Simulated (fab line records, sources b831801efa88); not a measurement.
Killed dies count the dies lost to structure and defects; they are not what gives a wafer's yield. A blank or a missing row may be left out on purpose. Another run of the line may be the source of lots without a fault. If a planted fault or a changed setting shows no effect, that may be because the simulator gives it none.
Problem report in the 8D (eight disciplines) form, filled by code | flow sfq_line | the parts of the form that need people (team, actions taken, sign-off) are left out

## 1. WHAT IS WRONG
Mean of rf_fwd_power_W at SFQ_TRILAYER_JJ_CE_BARC_OPEN_RIE_150: 690.2 W across 4 wafers in 2 lots; on wafers with no fault it is 594.4 W (standard deviation 1.8). Relative to the usual mean, that is a shift of +53 standard deviations.
The step: chemistry O2, target BARC, target depth 240 nm, time 80 s.
First seen on wafer L196.4, day 65 18:14, on rie_metal-02. At this step, 42 wafers from 14 lots have a number in the record. By rule, "out" or "out of limits" means more than 4 standard deviations away from the usual mean. The other wafers with a number count as sound.

## 2. WHAT IT IS AND WHAT IT IS NOT
question                    | is                             | is not
which readings at this step | rf_fwd_power_W                 | drypump_motor_current_A, he_backside_leak_sccm, oes_product_au
which lots                  | L196, L197                     | L183, L184, L185, L186, L187, L189, L191, L193, L194, L195, L199, L206
which wafers of those lots  | L196.4, L196.6, L197.2, L197.3 | L196.3, L197.5
read on which tools         | rie_metal-02                   | rie_metal-03, rie_metal-04
when                        | from day 65 18:14              | up to then (31 sound wafers); but 7 sound wafers of L197, L199, L206 came after

## 3. THE SUSPECTS, EACH WITH WHAT RULES IT OUT
Counting: any tool at a process step up to the reading remains a suspect provided it ran every lot that is out. Sound lots after the first of them don't rule it out here, since some wafers of a struck lot are sound.
- rie_metal-02 at SFQ_TRILAYER_JJ_CE_BARC_OPEN_RIE_150 (chemistry O2, target BARC, target depth 240 nm, time 80 s): kept. Ran every lot that is out, first one L196 (day 65 18:14); last sound lot up to then L195 (day 65 10:50). Its own rf_fwd_power_W readings are out on those wafers.
- At SFQ_TRILAYER_JJ_CE_BARC_OPEN_RIE_150 on rie_metal-02, chamber 1 took the sound wafers of the same lots and chamber 0 took the wafers that are out.
After counting, what remains is rie_metal-02 at SFQ_TRILAYER_JJ_CE_BARC_OPEN_RIE_150.

## 4. THE CAUSE (what the simulator had put in)
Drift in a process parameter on rie_metal-02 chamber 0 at SFQ_TRILAYER_JJ_CE_BARC_OPEN_RIE_150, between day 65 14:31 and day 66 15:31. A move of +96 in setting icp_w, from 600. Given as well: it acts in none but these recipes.
The count eliminated every tool but this one.

## 5. THE CHAIN OF EFFECTS, in route order
Each row: a reading where the mean over the struck wafers with a number is more than 3 standard deviations away from the usual. Only readings for which the record gives a usual standard deviation are gone through. hours: the time from each lot's start at the first step in this table that gives one to its start at this step, as a median over the lots. sigmas: the change in usual standard deviations.
hours | step                                 | reading        | usual   | on struck wafers | change | sigmas
0     | SFQ_TRILAYER_JJ_CE_BARC_OPEN_RIE_150 | rf_fwd_power_W | 594.4 W | 690.2            | +95.8  | +53
It contains these process steps:
- SFQ_TRILAYER_JJ_CE_BARC_OPEN_RIE_150: chemistry O2, target BARC, target depth 240 nm, time 80 s.

## 6. WHAT WOULD HAVE CAUGHT IT SOONER
4 hours passed between the start of the fault at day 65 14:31 and the first reading out of limits in this record, taken at day 65 18:14.
